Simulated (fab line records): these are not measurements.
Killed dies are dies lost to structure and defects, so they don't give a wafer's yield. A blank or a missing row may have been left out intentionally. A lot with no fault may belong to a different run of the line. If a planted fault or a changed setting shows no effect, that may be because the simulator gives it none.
Which tool did it? | flow sky130 | Sampling: 24 lots, 72 wafers, 5 of 708 route steps

WHAT THE GAUGES SHOWED, per wafer
SKY_SD_N_RS_MEAS_18: uses a four-point probe to measure. Usual: RES_XHIGH_RS gives 336.3 ohm/sq (standard deviation 1.3).
lot  | measured     | on           | RES_XHIGH_RS (ohm/sq) | flag
L074 | day 28 01:24 | filmMetro-04 | 336.8 336.5 336.3     | 
L075 | day 28 02:01 | filmMetro-04 | 336.7 336.5 335.6     | 
L076 | day 28 18:24 | filmMetro-02 | 335.3 336.2 335.8     | 
L077 | day 29 02:38 | filmMetro-04 | 336.9 336.7 337.4     | 
L078 | day 29 04:55 | filmMetro-04 | 337.8 338.2 337.7     | 
L080 | day 29 22:44 | filmMetro-02 | 334.7 334.7 335.7     | 
L079 | day 30 03:29 | filmMetro-02 | 335.6 335.7 335.1     | 
L081 | day 31 01:58 | filmMetro-04 | 338.0 339.1 339.1     | 
L082 | day 31 03:17 | filmMetro-02 | 335.6 335.3 335.0     | 
L083 | day 31 06:17 | filmMetro-04 | 337.3 337.8 336.9     | 
L084 | day 31 13:01 | filmMetro-01 | 335.1 334.9 335.0     | 
L085 | day 32 01:44 | filmMetro-04 | 338.9 337.8 337.4     | 
L086 | day 32 09:13 | filmMetro-01 | 335.6 335.2 336.8     | 
L087 | day 32 14:56 | filmMetro-01 | 336.9 335.4 336.8     | 
L088 | day 32 16:32 | filmMetro-02 | 334.5 333.6 334.2     | 
L089 | day 33 01:10 | filmMetro-02 | 335.0 335.7 334.8     | 
L090 | day 33 07:02 | filmMetro-01 | 335.0 336.3 335.4     | 
L091 | day 33 16:38 | filmMetro-02 | 335.8 336.5 336.9     | 
L092 | day 34 03:10 | filmMetro-04 | 338.1 337.7 337.6     | 
L093 | day 34 09:36 | filmMetro-01 | 334.1 335.6 334.6     | 
L094 | day 34 09:55 | filmMetro-02 | 337.9 338.3 338.7     | 
L095 | day 34 16:18 | filmMetro-04 | 336.5 336.2 335.9     | 
L096 | day 34 22:07 | filmMetro-01 | 335.2 336.4 335.9     | 
L097 | day 35 10:26 | filmMetro-02 | 336.4 336.9 336.8     | 

SKY_VIA1_BOW_MEAS_03. Usual: VIA1_BOW gives 81 um (standard deviation 6.9).
lot  | measured     | on           | VIA1_BOW (um) | flag
L074 | day 32 22:24 | filmMetro-01 | 85 70 77      | 
L075 | day 32 23:42 | filmMetro-02 | 79 87 86      | 
L076 | day 33 16:19 | filmMetro-01 | 82 84 80      | 
L077 | day 33 22:04 | filmMetro-01 | 85 86 87      | 
L078 | day 33 23:53 | filmMetro-04 | 71 75 80      | 
L080 | day 34 18:47 | filmMetro-04 | 84 88 91      | 
L079 | day 34 21:49 | filmMetro-04 | 70 92 70      | 
L081 | day 35 20:37 | filmMetro-04 | 82 84 90      | 
L082 | day 35 21:31 | filmMetro-01 | 83 84 80      | 
L083 | day 35 23:05 | filmMetro-04 | 71 69 81      | 
L084 | day 36 07:56 | filmMetro-04 | 82 76 80      | 
L085 | day 36 18:37 | filmMetro-04 | 79 89 71      | 
L086 | day 37 01:49 | filmMetro-02 | 81 82 87      | 
L087 | day 37 07:29 | filmMetro-01 | 86 82 79      | 
L088 | day 37 08:58 | filmMetro-02 | 79 78 76      | 
L089 | day 37 17:43 | filmMetro-01 | 76 87 87      | 
L090 | day 37 23:43 | filmMetro-04 | 87 82 89      | 
L091 | day 38 07:48 | filmMetro-04 | 83 85 78      | 
L092 | day 38 17:34 | filmMetro-01 | 80 77 72      | 
L093 | day 39 00:05 | filmMetro-04 | 70 76 75      | 
L094 | day 39 01:50 | filmMetro-02 | 80 90 89      | 
L095 | day 39 07:04 | filmMetro-04 | 79 94 96      | 
L096 | day 39 12:41 | filmMetro-01 | 71 79 82      | 
L097 | day 39 23:32 | filmMetro-02 | 87 76 80      | 

WHICH TOOL RAN EACH LOT (tool, then ch and the chambers of the sampled wafers, then the start)
lot  | SKY_CONTACT_SPUTTER_23      | SKY_METAL1_SPUTTER_00       | SKY_METAL1_STRIP_20
L074 | pvdSputter-03, day 31 17:01 | pvdSputter-01, day 31 17:40 | plasmaAsher-04 ch 0,1, day 32 21:20
L075 | pvdSputter-03, day 31 18:12 | pvdSputter-02, day 31 18:52 | plasmaAsher-02 ch 0,1, day 32 22:38
L076 | pvdSputter-03, day 32 11:20 | pvdSputter-01, day 32 11:59 | plasmaAsher-02 ch 0,1, day 33 15:15
L077 | pvdSputter-04, day 32 17:20 | pvdSputter-03, day 32 17:59 | plasmaAsher-02 ch 1, day 33 21:00
L078 | pvdSputter-03, day 32 19:27 | pvdSputter-01, day 32 20:07 | plasmaAsher-02 ch 0,1, day 33 22:46
L080 | pvdSputter-03, day 33 13:19 | pvdSputter-02, day 33 13:58 | plasmaAsher-02 ch 0,1, day 34 17:41
L079 | pvdSputter-01, day 33 17:26 | pvdSputter-03, day 33 18:05 | plasmaAsher-02 ch 0,1, day 34 20:44
L081 | pvdSputter-04, day 34 15:46 | pvdSputter-02, day 34 16:25 | plasmaAsher-01 ch 0,1, day 35 19:21
L082 | pvdSputter-03, day 34 16:49 | pvdSputter-01, day 34 17:28 | plasmaAsher-04 ch 0,1, day 35 20:22
L083 | pvdSputter-04, day 34 18:27 | pvdSputter-02, day 34 19:06 | plasmaAsher-02 ch 1, day 35 21:50
L084 | pvdSputter-03, day 35 02:26 | pvdSputter-02, day 35 03:06 | plasmaAsher-02 ch 1, day 36 06:48
L085 | pvdSputter-01, day 35 14:12 | pvdSputter-03, day 35 14:51 | plasmaAsher-01 ch 0,1, day 36 17:28
L086 | pvdSputter-03, day 35 21:47 | pvdSputter-03, day 35 22:26 | plasmaAsher-04 ch 0,1, day 37 00:40
L087 | pvdSputter-01, day 36 03:16 | pvdSputter-03, day 36 03:55 | plasmaAsher-02 ch 0,1, day 37 06:18
L088 | pvdSputter-04, day 36 04:37 | pvdSputter-01, day 36 05:16 | plasmaAsher-01 ch 0,1, day 37 07:48
L089 | pvdSputter-03, day 36 12:49 | pvdSputter-01, day 36 13:28 | plasmaAsher-01 ch 0,1, day 37 16:35
L090 | pvdSputter-01, day 36 19:08 | pvdSputter-02, day 36 19:47 | plasmaAsher-04 ch 0,1, day 37 22:15
L091 | pvdSputter-03, day 37 04:05 | pvdSputter-01, day 37 04:44 | plasmaAsher-02 ch 0,1, day 38 06:44
L092 | pvdSputter-04, day 37 14:16 | pvdSputter-02, day 37 14:55 | plasmaAsher-02 ch 0,1, day 38 16:30
L093 | pvdSputter-04, day 37 20:35 | pvdSputter-03, day 37 21:14 | plasmaAsher-02 ch 0,1, day 38 22:57
L094 | pvdSputter-04, day 37 21:43 | pvdSputter-01, day 37 22:22 | plasmaAsher-01 ch 0,1, day 39 00:19
L095 | pvdSputter-04, day 38 04:07 | pvdSputter-03, day 38 04:46 | plasmaAsher-01 ch 0,1, day 39 05:57
L096 | pvdSputter-01, day 38 09:18 | pvdSputter-01, day 38 09:57 | plasmaAsher-01 ch 0,1, day 39 11:30
L097 | pvdSputter-01, day 38 20:41 | pvdSputter-03, day 38 21:20 | plasmaAsher-02 ch 0,1, day 39 22:10
- SKY_CONTACT_SPUTTER_23: material TiN, target thk 20 nm, time 80 s.
- SKY_METAL1_SPUTTER_00: material Ti, target thk 15 nm, time 10 s.
- SKY_METAL1_STRIP_20: strips in O2/N2.

WHAT THE TOOLS THEMSELVES READ (means of the sampled wafers that have a number; where no wafer has one, the mark that the record gives instead)
SKY_CONTACT_SPUTTER_23. Usual: 30.3 % for throttleValvePct, sd 0.69.
lot  | tool          | throttleValvePct (%) | flag
L074 | pvdSputter-03 | 31.1                 | 
L075 | pvdSputter-03 | 31.0                 | 
L076 | pvdSputter-03 | 30.8                 | 
L077 | pvdSputter-04 | 30.1                 | 
L078 | pvdSputter-03 | 31.0                 | 
L080 | pvdSputter-03 | 30.6                 | 
L079 | pvdSputter-01 | 29.0                 | 
L081 | pvdSputter-04 | 30.0                 | 
L082 | pvdSputter-03 | 30.7                 | 
L083 | pvdSputter-04 | 30.0                 | 
L084 | pvdSputter-03 | 30.9                 | 
L085 | pvdSputter-01 | 30.0                 | 
L086 | pvdSputter-03 | 30.9                 | 
L087 | pvdSputter-01 | 29.9                 | 
L088 | pvdSputter-04 | 29.9                 | 
L089 | pvdSputter-03 | 30.8                 | 
L090 | pvdSputter-01 | 30.1                 | 
L091 | pvdSputter-03 | 30.9                 | 
L092 | pvdSputter-04 | 30.0                 | 
L093 | pvdSputter-04 | 30.1                 | 
L094 | pvdSputter-04 | 30.0                 | 
L095 | pvdSputter-04 | 29.8                 | 
L096 | pvdSputter-01 | 29.9                 | 
L097 | pvdSputter-01 | 30.1                 | 

SKY_METAL1_SPUTTER_00. Usual: 30.2 % for throttleValvePct, sd 0.73.
lot  | tool          | throttleValvePct (%) | flag
L074 | pvdSputter-01 | 29.4                 | 
L075 | pvdSputter-02 | 30.0                 | 
L076 | pvdSputter-01 | 29.4                 | 
L077 | pvdSputter-03 | 31.1                 | 
L078 | pvdSputter-01 | 29.5                 | 
L080 | pvdSputter-02 | 30.1                 | 
L079 | pvdSputter-03 | 30.7                 | 
L081 | pvdSputter-02 | 30.0                 | 
L082 | pvdSputter-01 | 29.4                 | 
L083 | pvdSputter-02 | 30.1                 | 
L084 | pvdSputter-02 | 29.7                 | 
L085 | pvdSputter-03 | 31.2                 | 
L086 | pvdSputter-03 | 31.3                 | 
L087 | pvdSputter-03 | 31.1                 | 
L088 | pvdSputter-01 | 30.1                 | 
L089 | pvdSputter-01 | 29.5                 | 
L090 | pvdSputter-02 | 29.9                 | 
L091 | pvdSputter-01 | 29.4                 | 
L092 | pvdSputter-02 | 30.2                 | 
L093 | pvdSputter-03 | 31.1                 | 
L094 | pvdSputter-01 | 30.0                 | 
L095 | pvdSputter-03 | 31.0                 | 
L096 | pvdSputter-01 | 29.4                 | 
L097 | pvdSputter-03 | 31.0                 | 

SKY_METAL1_STRIP_20. Usual: chamberPressureMTorr 1500.2 mTorr, standard deviation 1.4; drypumpMotorCurrentA 5.7 A, standard deviation 0.71; oesProductAu 0.343 a.u., standard deviation 0.005; stripTimeToEndpointS 2.71 s, standard deviation 0.043.
lot  | tool           | chamberPressureMTorr (mTorr) | drypumpMotorCurrentA (A) | oesProductAu (a.u.) | stripTimeToEndpointS (s) | flag
L074 | plasmaAsher-04 | 1500.0                       | 6.3                      | 0.344               | 2.74                     | 
L075 | plasmaAsher-02 | 1501.5                       | 5.7                      | 0.345               | 2.73                     | 
L076 | plasmaAsher-02 | 1499.6                       | 5.2                      | 0.339               | 2.68                     | 
L077 | plasmaAsher-02 | 1500.0                       | 4.7                      | 0.343               | 2.71                     | 
L078 | plasmaAsher-02 | 1499.0                       | 5.7                      | 0.343               | 2.77                     | 
L080 | plasmaAsher-02 | 1500.2                       | 5.6                      | 0.346               | 2.76                     | 
L079 | plasmaAsher-02 | 1499.6                       | 5.2                      | 0.345               | 2.69                     | 
L081 | plasmaAsher-01 | 1500.4                       | 5.6                      | 0.341               | 2.71                     | 
L082 | plasmaAsher-04 | 1500.7                       | 6.3                      | 0.340               | 2.75                     | 
L083 | plasmaAsher-02 | 1499.4                       | 4.7                      | 0.342               | 2.62                     | 
L084 | plasmaAsher-02 | 1499.4                       | 4.7                      | 0.343               | 2.75                     | 
L085 | plasmaAsher-01 | 1501.0                       | 5.6                      | 0.345               | 2.72                     | 
L086 | plasmaAsher-04 | 1501.2                       | 6.3                      | 0.343               | 2.70                     | 
L087 | plasmaAsher-02 | 1499.1                       | 5.2                      | 0.342               | 2.66                     | 
L088 | plasmaAsher-01 | 1500.3                       | 6.0                      | 0.347               | 2.76                     | 
L089 | plasmaAsher-01 | 1501.3                       | 6.0                      | 0.345               | 2.75                     | 
L090 | plasmaAsher-04 | 1499.0                       | 6.3                      | 0.344               | 2.68                     | 
L091 | plasmaAsher-02 | 1499.2                       | 5.6                      | 0.341               | 2.69                     | 
L092 | plasmaAsher-02 | 1498.9                       | 5.6                      | 0.346               | 2.76                     | 
L093 | plasmaAsher-02 | 1500.6                       | 5.2                      | 0.342               | 2.68                     | 
L094 | plasmaAsher-01 | 1499.7                       | 5.5                      | 0.342               | 2.70                     | 
L095 | plasmaAsher-01 | 1500.7                       | 5.6                      | 0.343               | 2.74                     | 
L096 | plasmaAsher-01 | 1499.9                       | 5.6                      | 0.348               | 2.69                     | 
L097 | plasmaAsher-02 | 1500.7                       | 5.2                      | 0.347               | 2.74                     | 

THE ANSWER, worked out from the rows above alone
Rule: a lot counts as off when the mean over its wafers that have a number is more than 3 standard deviations away from the usual mean. Also off: a lot with no number at a reading for which 4 or more lots have one. All remaining lots with rows at the step are treated as sound. Order of review: gauges by route order, followed by the tools' own readings, for which a lot's mean as printed above is used. The first step at which some lot is off is used, and at that step the reading that is off furthest; a lot without a number counts as furthest.
Across all readings shown, no lot is off: no conclusion can be drawn from this.

WHAT HAD BEEN PUT IN BY THE SIMULATOR
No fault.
